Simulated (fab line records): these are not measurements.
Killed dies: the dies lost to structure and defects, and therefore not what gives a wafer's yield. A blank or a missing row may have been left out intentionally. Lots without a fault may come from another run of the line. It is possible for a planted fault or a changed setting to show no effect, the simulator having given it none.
A lot that was struck, set against a sound lot	flow sky130	43 out of 708 route steps
Sound: these wafers, L634.2, L634.3, L634.6. Struck: wafers L648.2, L648.4, L648.5. The cause is given at the end.
For every step that has rows: the tool of each side, followed by ch and its chambers, followed by its first start. Under that, the readings that differ: sound wafers	struck wafers	difference of the means	sigmas: that difference in standard deviations of wafers without a fault.
alike: a reading whose means differ by less than 2 such deviations, as well as words and numbers matching on both sides. not compared: withheld readings; readings where some wafer has no value; bounds like >300 that might hide an equal value; numbers whose values overlap and for which the record gives no deviation.
Wherever a step has rows on one side only, a row that says differs or no value, or a row with sigmas, the two part there. When numbers do not overlap yet have no deviation, they are printed without sigmas and do not part them. Lack of a reading on every wafer of one side parts them only where that side has two or more wafers.

first, 4 steps without rows for these wafers: SKY_VIA4_STRIP_14 (strips in post etch residue remover, time 1200 s); SKY_VIA4_CLEAN_15 (cleans in IPA, time 180 s); SKY_VIA4_CLEAN_16 (cleans in O3/DIW); SKY_VIA4_SPUTTER_17 (material TiN, target thk 20 nm, time 80 s).
SKY_VIA4_CVD_18: deposits W, target thk 505 nm, time 152.14 s.
  sound on cvdW-01 ch 0,1, day 44 18:46; struck on cvdW-02 ch 0,1, day 48 17:13
  alike: heaterPowerOuterW, heaterPowerW
SKY_VIA4_RS_MEAS_19: measures by four-point-probe.
  struck on filmMetro-02, day 48 17:23; sound on filmMetro-04, day 44 18:56
  alike: VIA4_W_RS
SKY_VIA4_THK_MEAS_20: measures by xrf.
  struck on filmMetro-02, day 48 17:29; sound on filmMetro-04, day 44 19:03
  alike: VIA4_W_THK
then, 2 steps without rows for these wafers: SKY_VIA4_CMP_21 (polishes, stops on SiO2, t overpolish 25 s, target thk 0 nm); SKY_METAL5_SPUTTER_00 (material Ti, target thk 15 nm, time 10 s).
SKY_METAL5_SPUTTER_01: material TiN, target thk 20 nm, time 16.7 s.
  struck on pvdSputter-02, day 48 17:55; sound on pvdSputter-02, day 44 19:26
  alike: throttleValvePct
then, 2 steps without rows for these wafers: SKY_METAL5_SPUTTER_02 (material AlCu, target thk 1150 nm, time 61.2 s); SKY_METAL5_SPUTTER_03 (material Ti, target thk 5 nm, time 3.3 s).
SKY_METAL5_SPUTTER_04: material TiN, target thk 70 nm, time 58.3 s.
  struck on pvdSputter-02, day 48 18:00; sound on pvdSputter-02, day 44 19:31
  alike: throttleValvePct
SKY_METAL5_RS_MEAS_05: measures by four-point-probe.
  struck on filmMetro-01, day 48 18:04; sound on filmMetro-03, day 44 19:35
reading	sound	struck	difference	sigmas
METAL5_ALCU_RS (ohm/sq)	0.0267 0.0267 0.0265	0.0274 0.0275 0.0276	+0.0009	+3
SKY_METAL5_THK_MEAS_06: measures by xrf.
  struck on filmMetro-01, day 48 18:11; sound on filmMetro-03, day 44 19:42
  alike: METAL5_ALCU_THK
then, 7 steps without rows for these wafers: SKY_METAL5_DEHYDRATE_07 (time 60 s); SKY_METAL5_HMDS_08 (prime time 60 s); SKY_METAL5_COAT_09 (resist thk 1800 nm); SKY_METAL5_SOFTBAKE_10 (time 60 s); SKY_METAL5_EXPOSE_11 (exposes mask MM5, target cd 1600 nm); SKY_METAL5_PEB_12; SKY_METAL5_DEVELOP_13 (develop time 60 s).
SKY_METAL5_DESCUM_14: chemistry O2, time 11 s.
  sound on rieMetal-04 ch 0,1, day 45 17:54; struck on rieMetal-04 ch 0,1, day 49 13:28
reading	sound	struck	difference	sigmas
oesProductAu (a.u.)	0.992 0.990 0.983	1.008 0.999 1.007	+0.016	+3
  alike: drypumpMotorCurrentA
  not compared: rfHoursCounterH
then, 5 steps without rows for these wafers: SKY_METAL5_METAL_ETCH_15 (etches the open film in Cl2/BCl3, stops on SiO2, target depth 1260 nm, time 252 s); SKY_METAL5_STRIP_16 (strips in O2/N2); SKY_METAL5_STRIP_17 (strips in post etch residue remover, time 1200 s); SKY_METAL5_CLEAN_18 (cleans in IPA, time 180 s); SKY_METAL5_CLEAN_19 (cleans in O3/DIW).
SKY_PASSIVATION_CVD_00: deposits SiO2, target thk 90 nm.
  sound on pecvd-01 ch 0,1, day 45 18:46; struck on pecvd-04 ch 0, day 49 14:25
  alike: heaterPowerOuterW, heaterPowerW
SKY_PASSIVATION_THK_MEAS_01:
  struck on filmMetro-02, day 49 14:28; sound on filmMetro-01, day 45 18:47
  alike: PASSIVATION_CVD_00_THK
then, 1 step without rows for these wafers: SKY_PASSIVATION_CVD_02 (deposits Si3N4, target thk 540 nm).
SKY_PASSIVATION_THK_MEAS_03:
  struck on filmMetro-01, day 49 14:45; sound on filmMetro-01, day 45 19:04
  alike: PASSIVATION_CVD_02_THK
then, 7 steps without rows for these wafers: SKY_PASSIVATION_DEHYDRATE_04 (time 60 s); SKY_PASSIVATION_HMDS_05 (prime time 60 s); SKY_PASSIVATION_COAT_06 (resist thk 3000 nm); SKY_PASSIVATION_SOFTBAKE_07; SKY_PASSIVATION_EXPOSE_08 (exposes mask NSM, target cd 3000 nm); SKY_PASSIVATION_PEB_09; SKY_PASSIVATION_DEVELOP_10 (develop time 60 s).
SKY_PASSIVATION_ETCH_11: etches the open film in CF4/O2, stops on AlCu, target depth 725 nm, time 161.1 s.
  sound on rieDiel-03 ch 0,2,3, day 46 17:06; struck on rieDiel-02 ch 0,3, day 50 09:01
  alike: drypumpMotorCurrentA, oesProductAu, throttleValvePct
  not compared: rfHoursCounterH
then, 2 steps without rows for these wafers: SKY_PASSIVATION_STRIP_12 (strips in O2/N2); SKY_PAD_OPEN_DEHYDRATE_00 (time 60 s).
SKY_PAD_OPEN_PROBE_99:
  struck on prober-02, day 51 05:19; sound on prober-02, day 47 16:20
reading	sound	struck	difference	sigmas
defectLimitedYield (%)	80.1 82.3 82.7	71.1 70.5 71.3	-10.7	-6
killed_at_M4_up	1 1 1	61 70 61	+63	+42
killedDies	98 87 85	142 145 141	+53	+6
sort_bin_3_pad_short (%)	0.8 0.8 1.0	5.3 4.1 5.5	+4.1	+10
sort_bin_5_function (%)	11.4 10.8 8.3	16.5 17.3 16.7	+6.7	+5
sortNPass	394 405 407	350 347 351	-53	-6
sortYieldPct (%)	80.1 82.3 82.7	71.1 70.5 71.3	-10.7	-6
model.etest.tester.sortNPass	394 405 407	350 347 351	-53	
model.etest.tester.sortYieldPct (%)	80.08 82.32 82.72	71.14 70.53 71.34	-10.70	
model.etest.tester.sort_bin_5_pct (%)	11.38 10.77 8.333	16.46 17.28 16.67	+6.64	
model.etest.tester.sort_bin_3_pct (%)	0.813 0.813 1.016	5.285 4.065 5.488	+4.065	
  alike: killed_at_M0_to_M3, killedAtContacts, killedAtFrontEnd, killedAtOther, killedOpen, killedShort, sort_bin_6_memory

## WHERE THEY PART
First at SKY_METAL5_RS_MEAS_05; last, within this record, at SKY_PAD_OPEN_PROBE_99.

WHY: the cause the simulator had injected
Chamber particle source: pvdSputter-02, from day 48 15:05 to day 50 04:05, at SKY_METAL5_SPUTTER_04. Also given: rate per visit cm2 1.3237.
